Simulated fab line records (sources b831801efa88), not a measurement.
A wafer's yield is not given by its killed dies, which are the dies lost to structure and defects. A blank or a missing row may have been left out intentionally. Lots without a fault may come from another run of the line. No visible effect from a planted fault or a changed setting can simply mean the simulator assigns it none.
Problem report, 8D (eight disciplines) form, completed by code || flow gf180mcu || the parts of the form that need people (team, actions taken, sign-off) are left out

1. PROBLEM STATEMENT
At GF_PASSIVATION_DEVELOP_10, developerTempC averages 22.01 C over 6 wafers from 2 lots, while fault-free wafers read 22.98 C, standard deviation 0.099. That puts it -9.8 standard deviations away from the usual mean.
The step: develop time 60 s.
First seen on wafer L932.4, day 31 03:00, on lithoTrack-03. Wafers with a number at this step in the record: 38, from 13 lots. By rule, "out" or "out of limits" means more than 4 standard deviations away from the usual mean. Any other wafer with a number is counted as sound.

2. WHAT IT IS, AND WHAT IT ISN'T
{"question": "which readings at this step", "is": "developerTempC", "is not": "-"}
{"question": "which lots", "is": "L932, L933", "is not": "L925, L926, L928, L929, L930, L931, L934, L941, L942, L945, L948"}
{"question": "which wafers of those lots", "is": "all that have a number", "is not": "-"}
{"question": "read on which tools", "is": "lithoTrack-03", "is not": "lithoTrack-02, lithoTrack-04"}
{"question": "when", "is": "from day 31 03:00", "is not": "up to then (17 sound wafers); but 15 sound wafers of L934, L941, L942, L945, L948 came after"}

3. WHAT RULES OUT EACH SUSPECT
Counting: a tool at a process step up to the reading stays a suspect if it ran every lot that is out and no sound lot after the first of them.
- lithoTrack-03 at GF_PASSIVATION_DEVELOP_10 (develop time 60 s): kept. Every lot that is out went through it, starting with L932 (day 31 03:00), and after that it ran no sound lot; the last sound lot it ran before then is L930 (day 30 04:00). Its own developerTempC readings are out on those wafers.
Left after counting: lithoTrack-03 at GF_PASSIVATION_DEVELOP_10.

4. THE CAUSE (what the simulator had put in)
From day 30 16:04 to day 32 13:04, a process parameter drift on lithoTrack-03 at GF_PASSIVATION_DEVELOP_10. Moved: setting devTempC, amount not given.
Only this tool survived the counting.

5. THE EFFECT CHAIN, in route order
One row per reading whose mean, taken over the struck wafers that have a number, lies over 3 standard deviations from the usual. Only readings for which the record gives a usual standard deviation are gone through. hours: the time from each lot's start at the first step in this table that gives one to its start at this step, as a median over the lots. sigmas: the change in usual standard deviations.
{"hours": 0, "step": "GF_PASSIVATION_DEVELOP_10", "reading": "developerTempC", "usual": "22.98 C", "on struck wafers": 22.01, "change": -0.97, "sigmas": -9.8}
Its process steps:
- GF_PASSIVATION_DEVELOP_10: develop time 60 s.

6. HOW IT WOULD HAVE BEEN CAUGHT EARLIER
In this record no reading fell out of limits until day 31 03:00, 11 hours after the fault had begun at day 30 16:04.
